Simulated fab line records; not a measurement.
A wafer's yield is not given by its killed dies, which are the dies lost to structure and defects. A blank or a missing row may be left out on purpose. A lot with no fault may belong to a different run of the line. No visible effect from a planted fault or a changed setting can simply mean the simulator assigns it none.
Which tool is to blame?	flow gf180mcu	7 lots, 21 wafers sampled, at 3 steps of a route of 602

== WHAT THE GAUGES READ, wafer by wafer ==
GF_HV_LDD_CD_MEAS_19 targets a cd of 400 nm.
lot	measured	on	cd_nm (nm)
L832	day 11 02:04	cd_sem-01	400.8 398.9 399.6
L834	day 11 22:45	cd_sem-01	399.2 399.3 400.4
L840	day 13 14:33	cd_sem-02	393.4 391.9 392.1
L844	day 14 22:24	cd_sem-01	400.5 401.6 400.4
L848	day 16 01:20	cd_sem-02	399.7 401.6 403.3
L851	day 17 04:05	cd_sem-02	400.6 400.3 397.9
L854	day 18 03:34	cd_sem-02	398.9 397.6 397.7

== EACH LOT AND THE TOOL THAT RAN IT (in order: tool; ch and the chambers of the sampled wafers; start) ==
lot	GF_VT_IMPLANT_RTA_45	GF_HV_LDD_DEVELOP_18
L832	rtp_anneal-02 ch 0, day 7 19:34	litho_track-01 ch 0, day 11 01:56
L834	rtp_anneal-02 ch 0, day 8 12:32	litho_track-04 ch 0, day 11 22:37
L840	rtp_anneal-02 ch 0, day 10 02:50	litho_track-04 ch 0, day 13 14:25
L844	rtp_anneal-01 ch 0, day 11 04:37	litho_track-01 ch 0, day 14 22:15
L848	rtp_anneal-01 ch 0, day 12 06:50	litho_track-03 ch 0, day 16 01:11
L851	rtp_anneal-01 ch 0, day 13 03:31	litho_track-04 ch 0, day 17 03:56
L854	rtp_anneal-02 ch 0, day 13 23:09	litho_track-01 ch 0, day 18 03:25
- GF_VT_IMPLANT_RTA_45: time 30 s.
- GF_HV_LDD_DEVELOP_18: develop time 60 s.

== THE ANSWER, worked out from the rows above alone ==
Rule: the usual values come from the lots themselves. The widest of any qualifying gaps counts: lots, ordered by their means at a reading, are off when they make up no more than a third of the lots, leave a main group of 4 or more, and stand apart from it by 3 or more times the standard deviation of that group's means. If all means in a main group match to the digits the tables above print for the reading, that group is not used. A lot without any number at a reading at which 4 lots or more have one is off too. All remaining lots with rows at the step are treated as sound.
Off, at GF_HV_LDD_CD_MEAS_19 on cd_nm: L840. For the main group the mean is 399.9 nm and the standard deviation 1.1.
A tool fits if, at a process step before that reading, it ran every lot that is off, and no sound lot after the first of them. Gauges at GF_HV_LDD_CD_MEAS_19: tried the same way as those tools. No candidate that was tried fits.

== WHAT HAD BEEN PUT IN BY THE SIMULATOR ==
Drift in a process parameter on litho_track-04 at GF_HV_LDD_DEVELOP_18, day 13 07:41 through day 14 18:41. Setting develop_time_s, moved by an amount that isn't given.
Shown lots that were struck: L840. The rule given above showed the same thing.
